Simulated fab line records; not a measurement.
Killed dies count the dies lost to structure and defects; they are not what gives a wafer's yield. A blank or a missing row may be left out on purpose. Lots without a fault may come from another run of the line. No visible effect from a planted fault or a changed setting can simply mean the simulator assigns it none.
Split-lot trial :: flow sfq-line :: 23 wafers read across 5 lots, on a route 325 steps long

ON THE SPLIT
At SFQ_TRILAYER_I2_VIA_LITHO_EXPOSE_068 (exposes mask I2, target cd 500 nm), the setting dose-mj was moved away from the recipe's 21.3 on 5 of the 23 wafers read, by -4.5% to +6.5%. The other wafers ran this setting at the recipe's value.

FROM THE SPLIT TO THE READING: what the file shows between them, 2 steps
- SFQ_TRILAYER_I2_VIA_LITHO_PEB_070: peb time 60 s
- SFQ_TRILAYER_I2_VIA_LITHO_DEVELOP_069: time 60 s

THE READING
I2.cd-nm (the simulator's own value, which no gauge read), in nm, at SFQ_TRILAYER_I2_VIA_BARC_OPEN_VIA_ETCH_096 (etches BARC in O2, target depth 125 nm, time 41.7 s). There is no usual value for it anywhere in the file. The 18 wafers here that ran the recipe average 499.7 nm, standard deviation 1.7 nm.

wafer: L078.1
tool, chamber at the split: krf-scanner-01, 0
dose-mj as run: 21.3
against the recipe: recipe
I2.cd-nm, nm: 497.1
against lot-mates on the recipe: -

wafer: L078.2
tool, chamber at the split: krf-scanner-01, 0
dose-mj as run: 21.3
against the recipe: recipe
I2.cd-nm, nm: 498.5
against lot-mates on the recipe: -

wafer: L078.3
tool, chamber at the split: krf-scanner-01, 0
dose-mj as run: 21.3
against the recipe: recipe
I2.cd-nm, nm: 497.7
against lot-mates on the recipe: -

wafer: L078.4
tool, chamber at the split: krf-scanner-01, 0
dose-mj as run: 21.3
against the recipe: recipe
I2.cd-nm, nm: 496.7
against lot-mates on the recipe: -

wafer: L078.5
tool, chamber at the split: krf-scanner-01, 0
dose-mj as run: 21.3
against the recipe: recipe
I2.cd-nm, nm: 498.5
against lot-mates on the recipe: -

wafer: L079.2
tool, chamber at the split: krf-scanner-02, 0
dose-mj as run: 21.3
against the recipe: recipe
I2.cd-nm, nm: 501.5
against lot-mates on the recipe: -

wafer: L079.3
tool, chamber at the split: krf-scanner-02, 0
dose-mj as run: 21.3
against the recipe: recipe
I2.cd-nm, nm: 502.1
against lot-mates on the recipe: -

wafer: L079.4
tool, chamber at the split: krf-scanner-02, 0
dose-mj as run: 22.69
against the recipe: +6.5%
I2.cd-nm, nm: 510.5
against lot-mates on the recipe: +8.8

wafer: L079.5
tool, chamber at the split: krf-scanner-02, 0
dose-mj as run: 21.3
against the recipe: recipe
I2.cd-nm, nm: 501.6
against lot-mates on the recipe: -

wafer: L079.6
tool, chamber at the split: krf-scanner-02, 0
dose-mj as run: 22.69
against the recipe: +6.5%
I2.cd-nm, nm: 510.6
against lot-mates on the recipe: +8.9

wafer: L080.2
tool, chamber at the split: krf-scanner-01, 0
dose-mj as run: 21.3
against the recipe: recipe
I2.cd-nm, nm: 498.5
against lot-mates on the recipe: -

wafer: L080.3
tool, chamber at the split: krf-scanner-01, 0
dose-mj as run: 20.35
against the recipe: -4.5%
I2.cd-nm, nm: 493.7
against lot-mates on the recipe: -5.6

wafer: L080.4
tool, chamber at the split: krf-scanner-01, 0
dose-mj as run: 21.3
against the recipe: recipe
I2.cd-nm, nm: 500
against lot-mates on the recipe: -

wafer: L080.5
tool, chamber at the split: krf-scanner-01, 0
dose-mj as run: 20.35
against the recipe: -4.5%
I2.cd-nm, nm: 493.7
against lot-mates on the recipe: -5.6

wafer: L080.6
tool, chamber at the split: krf-scanner-01, 0
dose-mj as run: 20.35
against the recipe: -4.5%
I2.cd-nm, nm: 492.3
against lot-mates on the recipe: -6.9

wafer: L084.1
tool, chamber at the split: krf-scanner-01, 0
dose-mj as run: 21.3
against the recipe: recipe
I2.cd-nm, nm: 498.8
against lot-mates on the recipe: -

wafer: L084.2
tool, chamber at the split: krf-scanner-01, 0
dose-mj as run: 21.3
against the recipe: recipe
I2.cd-nm, nm: 498.9
against lot-mates on the recipe: -

wafer: L084.3
tool, chamber at the split: krf-scanner-01, 0
dose-mj as run: 21.3
against the recipe: recipe
I2.cd-nm, nm: 499.4
against lot-mates on the recipe: -

wafer: L085.1
tool, chamber at the split: krf-scanner-01, 0
dose-mj as run: 21.3
against the recipe: recipe
I2.cd-nm, nm: 501.3
against lot-mates on the recipe: -

wafer: L085.3
tool, chamber at the split: krf-scanner-01, 0
dose-mj as run: 21.3
against the recipe: recipe
I2.cd-nm, nm: 501.3
against lot-mates on the recipe: -

wafer: L085.4
tool, chamber at the split: krf-scanner-01, 0
dose-mj as run: 21.3
against the recipe: recipe
I2.cd-nm, nm: 501.9
against lot-mates on the recipe: -

wafer: L085.5
tool, chamber at the split: krf-scanner-01, 0
dose-mj as run: 21.3
against the recipe: recipe
I2.cd-nm, nm: 502
against lot-mates on the recipe: -

wafer: L085.6
tool, chamber at the split: krf-scanner-01, 0
dose-mj as run: 21.3
against the recipe: recipe
I2.cd-nm, nm: 499.3
against lot-mates on the recipe: -

THE FIT
A straight line over all 23 wafers: I2.cd-nm changes by +1.58 nm for each +1% of dose-mj; r = +0.93; the points scatter about the line by 1.6 nm.
The same after taking each lot's own level away (the mean of its wafers on the recipe; 23 wafers): +1.35 nm for each +1%; r = +0.98; scatter 0.7 nm.
Per that fit: largest dose-mj move, reading shift of 8.8 nm.
Across the lots, their own levels run from 497.70 to 501.73 nm, a range of 2.3 times the standard deviation given above.
In other words, the slope is changed by the lot-to-lot level; the two fits disagree.
Check: +8.84 nm against its lot-mates is what the line predicts for one of the wafers moved furthest among these (+6.5%) when that wafer is left out of the fit. Against them it came out at +8.77 nm.

THE OTHER SPLITS THESE WAFERS WENT THROUGH
Other splits were also applied to these wafers ahead of the reading. Each is held against what the fit with the lots' levels taken away leaves over:
other split on the same wafers: SFQ_TRILAYER_I2_CMP_CMP_064 leave-above-ref-nm
wafers away from the commonest value: 11
r with I2.cd-nm (lot level and that fit taken away): -0.04

other split on the same wafers: SFQ_TRILAYER_I2_VIA_LITHO_COAT_072 spin-rpm
wafers away from the commonest value: 6
r with I2.cd-nm (lot level and that fit taken away): -0.20

FILE'S OWN FIT
I2.cd-nm changes by +1.35 nm for each +1% of dose-mj, r = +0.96.
